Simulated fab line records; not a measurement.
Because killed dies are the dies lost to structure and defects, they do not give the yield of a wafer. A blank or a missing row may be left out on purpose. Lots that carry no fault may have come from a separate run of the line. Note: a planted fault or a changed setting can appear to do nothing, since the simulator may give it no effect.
A lot that was struck, set against a sound lot :: flow sky130 :: 17 out of 708 route steps
Sound: the wafers L542.1, L542.4, L542.5. Wafers struck: L550.2, L550.3, L550.6. The cause is given at the end.
Each step with rows lists, per side, the tool, then ch with its chambers, then its first start. Under that, the readings that differ: sound wafers :: struck wafers :: difference of the means :: sigmas: that difference in standard deviations of wafers without a fault.
alike: a reading whose means differ by less than 2 such deviations, as well as words and numbers matching on both sides. not compared: withheld readings; readings where some wafer has no value; bounds like >300 that might hide an equal value; numbers whose values overlap and for which the record gives no deviation.
A row with sigmas, a row that says differs or no value, or rows on one side alone: a step with any of these is where the two part. Numbers that don't overlap but have no deviation are shown without sigmas and don't part them. A reading missing from all wafers of one side parts the sides only when that side holds two or more wafers.

first, 1 step without rows for these wafers: SKY_VT_ADJUST_NCORE_IMPLANT_09.
SKY_VT_ADJUST_NCORE_STRIP_10: strips in O2/N2.
  sound on plasmaAsher-03 ch 0,1, day 10 14:45; struck on plasmaAsher-01 ch 0,1, day 12 23:44
reading: drypumpMotorCurrentA (A)
sound: 5.4 5.1 5.2
struck: 5.6 6.1 6.1
difference: +0.7
sigmas: +2
  alike: oesProductAu, stripTimeToEndpointS
  not compared: rfHoursCounterH
SKY_VT_ADJUST_NCORE_TW_MEAS_11:
  sound on filmMetro-02, day 10 14:51; struck on filmMetro-01, day 12 23:50
reading: VT_ADJUST_NCORE_TW
sound: 219.8 218.4 219.0
struck: 223.0 222.8 223.2
difference: +3.9
sigmas: +2
then, 7 steps without rows for these wafers: SKY_VT_ADJUST_HVTR_DEHYDRATE_00 (time 60 s); SKY_VT_ADJUST_HVTR_HMDS_01 (prime time 60 s); SKY_VT_ADJUST_HVTR_COAT_02 (resist thk 1140 nm); SKY_VT_ADJUST_HVTR_SOFTBAKE_03 (time 60 s); SKY_VT_ADJUST_HVTR_EXPOSE_04 (exposes mask HVTRM, target cd 380 nm); SKY_VT_ADJUST_HVTR_PEB_05; SKY_VT_ADJUST_HVTR_DEVELOP_06 (develop time 60 s).
SKY_VT_ADJUST_HVTR_CD_MEAS_07: target cd 380 nm.
  sound on cdSem-01, day 11 14:01; struck on cdSem-01, day 14 01:38
  alike: cdNm
SKY_VT_ADJUST_HVTR_OVL_MEAS_08:
  sound on overlay-01, day 11 14:08; struck on overlay-01, day 14 01:45
  alike: VT_ADJUST_HVTR_OVL
SKY_VT_ADJUST_HVTR_IMPLANT_09:
  sound on implanter-04 ch 0, day 11 14:10; struck on implanter-04 ch 0, day 14 01:48
reading: beamOnS (s)
sound: 10.07 10.13 9.91
struck: 8.42 8.19 8.41
difference: -1.70
sigmas: -8

reading: faradayCurrentUA
sound: 11.73 11.73 11.96
struck: 14.03 14.46 14.03
difference: +2.37
sigmas: +9
  alike: beamEnergyKeV
SKY_VT_ADJUST_HVTR_STRIP_10: strips in O2/N2.
  sound on plasmaAsher-03 ch 1, day 11 14:19; struck on plasmaAsher-04 ch 0, day 14 01:56
reading: drypumpMotorCurrentA (A)
sound: 5.15 5.16 5.14
struck: 5.79 5.78 5.81
difference: +0.64
sigmas: +3
  alike: oesProductAu, stripTimeToEndpointS
  not compared: rfHoursCounterH
SKY_VT_ADJUST_HVTR_TW_MEAS_11:
  sound on filmMetro-03, day 11 14:25; struck on filmMetro-04, day 14 02:02
reading: VT_ADJUST_HVTR_TW
sound: 212.2 210.7 211.1
struck: 198.7 198.0 199.0
difference: -12.8
sigmas: -13
then, 1 step without rows for these wafers: SKY_VT_ADJUST_PCH_DEHYDRATE_00 (time 60 s).
-- here the record skips 36 days between the struck wafers' starts before and after, leaving off in module VT_ADJUST_PCH and picking up in module PAD_OPEN (first step shown: number 708 of the route) --
SKY_PAD_OPEN_PROBE_99:
  sound on prober-01, day 47 20:25; struck on prober-02, day 49 16:10
reading: model.etest.pfet_01v8_mvt.driveUaUm
sound: 149.2 149 150.1
struck: 148.3 146.7 144.3
difference: -3.0
sigmas: 

reading: model.etest.pfet_01v8_mvt.offLog10AUm
sound: -10.8 -10.8 -10.83
struck: -11.39 -11.44 -11.45
difference: -0.62
sigmas: 

reading: model.etest.pfet_01v8_mvt.vtSatV (V)
sound: -0.5785 -0.5825 -0.5741
struck: -0.6232 -0.6258 -0.6297
difference: -0.0479
sigmas: 

reading: model.etest.pfet_01v8_mvt.vtV (V)
sound: -0.6667 -0.6686 -0.6638
struck: -0.7011 -0.7019 -0.7035
difference: -0.0358
sigmas: 

reading: model.etest.pfet_01v8_mvt.vtLongV (V)
sound: -0.8731 -0.8719 -0.8725
struck: -0.903 -0.9013 -0.9016
difference: -0.029
sigmas: 
  alike: killed_at_M0_to_M3, killed_at_M4_up, killedAtContacts, killedAtFrontEnd, killedAtOther, killedDies, killedOpen, killedShort

## WHERE THEY PART
At SKY_VT_ADJUST_NCORE_STRIP_10 first; at SKY_VT_ADJUST_HVTR_TW_MEAS_11 last (within this record only). Later steps at which nothing parts them and some readings are alike: SKY_PAD_OPEN_PROBE_99.

WHY: whatever the simulator had introduced
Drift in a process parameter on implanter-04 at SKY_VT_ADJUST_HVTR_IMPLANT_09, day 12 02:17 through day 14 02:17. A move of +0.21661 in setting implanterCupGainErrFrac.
